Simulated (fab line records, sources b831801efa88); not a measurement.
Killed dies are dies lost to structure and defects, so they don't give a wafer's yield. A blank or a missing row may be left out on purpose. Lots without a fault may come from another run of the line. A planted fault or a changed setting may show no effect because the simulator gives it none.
Split-lot experiment | flow sky130 | 5 lots, 23 wafers read, on a route of 708 steps

THE SPLIT
At SKY_LDD_P_IMPLANT_09, the setting energy_kev was moved away from the recipe's 25 on 9 of the 23 wafers read, by -2.0% to +5.4%. The other wafers ran this setting at the recipe's value.

The reading is taken at the split's own step.

THE READING
implant.drp_nm (the simulator's own value, which no gauge read), in nm, at SKY_LDD_P_IMPLANT_09. The file gives no usual value for it.

wafer  | tool, chamber at the split | energy_kev as run | against the recipe | implant.drp_nm, nm | against lot-mates on the recipe
L075.1 | implanter-02, 0            | 24.5              | -2.0%              | 11.25              | -0.16
L075.3 | implanter-02, 0            | 24.5              | -2.0%              | 11.25              | -0.16
L075.4 | implanter-02, 0            | 24.5              | -2.0%              | 11.25              | -0.16
L075.2 | implanter-02, 0            | 25                | recipe             | 11.41              | -
L075.5 | implanter-02, 0            | 25                | recipe             | 11.41              | -
L078.2 | implanter-02, 0            | 25                | recipe             | 11.41              | -
L078.3 | implanter-02, 0            | 25                | recipe             | 11.41              | -
L078.4 | implanter-02, 0            | 25                | recipe             | 11.41              | -
L078.5 | implanter-02, 0            | 25                | recipe             | 11.41              | -
L078.6 | implanter-02, 0            | 25                | recipe             | 11.41              | -
L079.2 | implanter-03, 0            | 26.36             | +5.4%              | 11.84              | +0.43
L079.3 | implanter-03, 0            | 26.36             | +5.4%              | 11.84              | +0.43
L079.5 | implanter-03, 0            | 26.36             | +5.4%              | 11.84              | +0.43
L079.4 | implanter-03, 0            | 25                | recipe             | 11.41              | -
L079.6 | implanter-03, 0            | 25                | recipe             | 11.41              | -
L080.2 | implanter-03, 0            | 25                | recipe             | 11.41              | -
L080.5 | implanter-03, 0            | 25                | recipe             | 11.41              | -
L080.3 | implanter-03, 0            | 26.14             | +4.6%              | 11.77              | +0.36
L080.4 | implanter-03, 0            | 26.14             | +4.6%              | 11.77              | +0.36
L080.6 | implanter-03, 0            | 26.14             | +4.6%              | 11.77              | +0.36
L084.1 | implanter-03, 0            | 25                | recipe             | 11.41              | -
L084.3 | implanter-03, 0            | 25                | recipe             | 11.41              | -
L084.6 | implanter-03, 0            | 25                | recipe             | 11.41              | -

THE FIT
A straight line over all 23 wafers: implant.drp_nm changes by +0.0791 nm for each +1% of energy_kev; r = +1.00; the points scatter about the line by 0.00062 nm.
The same after taking each lot's own level away (the mean of its wafers on the recipe; 23 wafers): +0.0791 nm for each +1%; r = +1.00; scatter 0.00062 nm.
On that fit, the largest move of energy_kev shifts the reading by 0.43 nm.
The lots' own levels span 11.410 to 11.410 nm.
So the lot-to-lot level changes the slope little: the two slopes agree.
Check: with one of the wafers moved furthest among these (+5.4%) left out of the fit, the line predicts +0.43 nm for it against its lot-mates. It came out at +0.43 nm against them.

OTHER SPLITS ON THESE WAFERS
These wafers also went through other splits before the reading. Each is held against what the fit with the lots' levels taken away leaves over:
other split on the same wafers    | wafers away from the commonest value | r with implant.drp_nm (lot level and that fit taken away)
SKY_GATE_OXIDE_SOFTBAKE_06 temp_c | 6                                    | +0.63
SKY_POLY_GATE_ETCH_15 time_s      | 6                                    | +0.25
SKY_LDD_N_IMPLANT_09 energy_kev   | 5                                    | +0.05
SKY_LDD_P_DEVELOP_06 dev_temp_c   | 9                                    | +0.16

THE WHOLE CHAIN: every reading that the file lists as answering this split, in the file's order
step                 | what it does | reading                                                         | change (the file's fit)                | r (the file's)
SKY_LDD_P_IMPLANT_09 |              | implant.rp_nm (the simulator's own value, which no gauge read)  | +0.169 nm for each +1% of the setting  | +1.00
SKY_LDD_P_IMPLANT_09 |              | implant.drp_nm (the simulator's own value, which no gauge read) | +0.0799 nm for each +1% of the setting | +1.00

THE FILE'S OWN FIT
implant.drp_nm changes by +0.0799 nm for each +1% of energy_kev, r = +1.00.
